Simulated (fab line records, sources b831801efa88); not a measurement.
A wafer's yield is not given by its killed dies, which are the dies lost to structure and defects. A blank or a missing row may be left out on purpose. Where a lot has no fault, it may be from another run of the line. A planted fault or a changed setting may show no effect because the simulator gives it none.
Check for tools in common    flow sky130    Lots sampled 13, wafers sampled 39

## WHAT PROMPTED THE OPENING
2 of 13 lots carry a flag on the reading RES_XHIGH_TW at SKY_RES_XHIGH_TW_MEAS_09. No-fault wafers: 1636, standard deviation 15.
Rule: flag the lot when none of its wafers has a number, or when each of its wafers that has one lies beyond 4 standard deviations from that mean. All remaining lots are regarded as sound.

lot   measured      on             RES_XHIGH_TW, wafer by wafer  flag
L543  day 26 22:22  film_metro-03  1642 1645 1641                
L544  day 27 01:28  film_metro-03  1643 1637 1635                
L546  day 27 16:03  film_metro-03  1641 1635 1642                
L547  day 28 21:26  film_metro-01  1606 1605 1607                
L548  day 29 06:13  film_metro-01  1620 1622 1624                
L549  day 29 21:52  film_metro-02  1649 1643 1638                
L551  day 30 04:00  film_metro-02  1651 1641 1645                
L552  day 31 00:19  film_metro-01  1628 1619 1606                
L557  day 31 20:48  film_metro-02  1857 1868 1862                FLAGGED
L559  day 31 22:07  film_metro-02  1857 1865 1860                FLAGGED
L565  day 34 00:26  film_metro-02  1667 1653 1667                
L564  day 34 02:43  film_metro-01  1626 1628 1620                
L566  day 34 10:24  film_metro-01  1628 1628 1626                
The numbers of the flagged lots are 1862 on average: +226 against the usual, or +15 standard deviations.

## WHICH TOOL RAN EACH LOT
2 process steps preceding the reading are held in the record, out of 708 steps in the route. Each cell gives the tool, then ch followed by the chambers the sampled wafers passed through, then the start.
lot   flag     SKY_RES_XHIGH_IMPLANT_07         SKY_RES_XHIGH_STRIP_08
L543           implanter-03 ch 0, day 26 22:09  plasma_asher-04 ch 0,1, day 26 22:17
L544           implanter-03 ch 0, day 27 01:13  plasma_asher-04 ch 0,1, day 27 01:22
L546           implanter-04 ch 0, day 27 15:48  plasma_asher-04 ch 0,1, day 27 15:57
L547           implanter-04 ch 0, day 28 21:14  plasma_asher-03 ch 0,1, day 28 21:20
L548           implanter-02 ch 0, day 29 06:00  plasma_asher-01 ch 0,1, day 29 06:08
L549           implanter-02 ch 0, day 29 21:37  plasma_asher-03 ch 0,1, day 29 21:46
L551           implanter-02 ch 0, day 30 03:45  plasma_asher-01 ch 0,1, day 30 03:54
L552           implanter-03 ch 0, day 31 00:05  plasma_asher-01 ch 0,1, day 31 00:12
L557  FLAGGED  implanter-02 ch 0, day 31 20:33  plasma_asher-01 ch 0,1, day 31 20:42
L559  FLAGGED  implanter-02 ch 0, day 31 21:52  plasma_asher-03 ch 0,1, day 31 22:01
L565           implanter-04 ch 0, day 34 00:11  plasma_asher-04 ch 1, day 34 00:19
L564           implanter-03 ch 0, day 34 02:29  plasma_asher-03 ch 0,1, day 34 02:37
L566           implanter-04 ch 0, day 34 10:09  plasma_asher-04 ch 0,1, day 34 10:18
What these steps do:
- SKY_RES_XHIGH_IMPLANT_07
- SKY_RES_XHIGH_STRIP_08: strips in O2/N2.
- SKY_RES_XHIGH_TW_MEAS_09

## FLAGGED OVER TOTAL, TOOL BY TOOL (the gauges that took the reading come last)
step                      tool             lots run  flagged  share of the flagged lots  sound lots run after its first flagged lot
SKY_RES_XHIGH_IMPLANT_07  implanter-02     5         2        all                        0
SKY_RES_XHIGH_IMPLANT_07  implanter-03     4         0        none                       -
SKY_RES_XHIGH_IMPLANT_07  implanter-04     4         0        none                       -
SKY_RES_XHIGH_STRIP_08    plasma_asher-01  4         1        some                       0
SKY_RES_XHIGH_STRIP_08    plasma_asher-03  4         1        some                       1 (L564)
SKY_RES_XHIGH_STRIP_08    plasma_asher-04  5         0        none                       -
SKY_RES_XHIGH_TW_MEAS_09  film_metro-01    5         0        none                       -
SKY_RES_XHIGH_TW_MEAS_09  film_metro-02    5         2        all                        1 (L565)
SKY_RES_XHIGH_TW_MEAS_09  film_metro-03    3         0        none                       -

## WHAT IS ALLOWED BY THE TABLE
Table rows that saw every flagged lot: 2, namely implanter-02 at SKY_RES_XHIGH_IMPLANT_07 and film_metro-02 at SKY_RES_XHIGH_TW_MEAS_09.
- implanter-02 at SKY_RES_XHIGH_IMPLANT_07 ran 5 lots, 2 of them flagged. Its last sound lot is L551 (day 30 03:45), its first flagged lot L557 (day 31 20:33): a fault that began between those two fits. Its own readings (beam_on_s, dose_ions_cm2) fall more than 4 standard deviations out on all wafers of the flagged lots.
- film_metro-02 at SKY_RES_XHIGH_TW_MEAS_09 ran 5 lots, 2 of them flagged. After the first flagged lot (L565), sound lots still ran on it; a lasting fault on the whole tool would not permit that.
One tool is left: implanter-02 at SKY_RES_XHIGH_IMPLANT_07.

## WHAT THE SIMULATOR PUT IN
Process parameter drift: implanter-02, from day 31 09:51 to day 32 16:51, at SKY_RES_XHIGH_IMPLANT_07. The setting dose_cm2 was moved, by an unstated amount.
Shown lots that were struck: L557, L559. Same finding as the rule above.
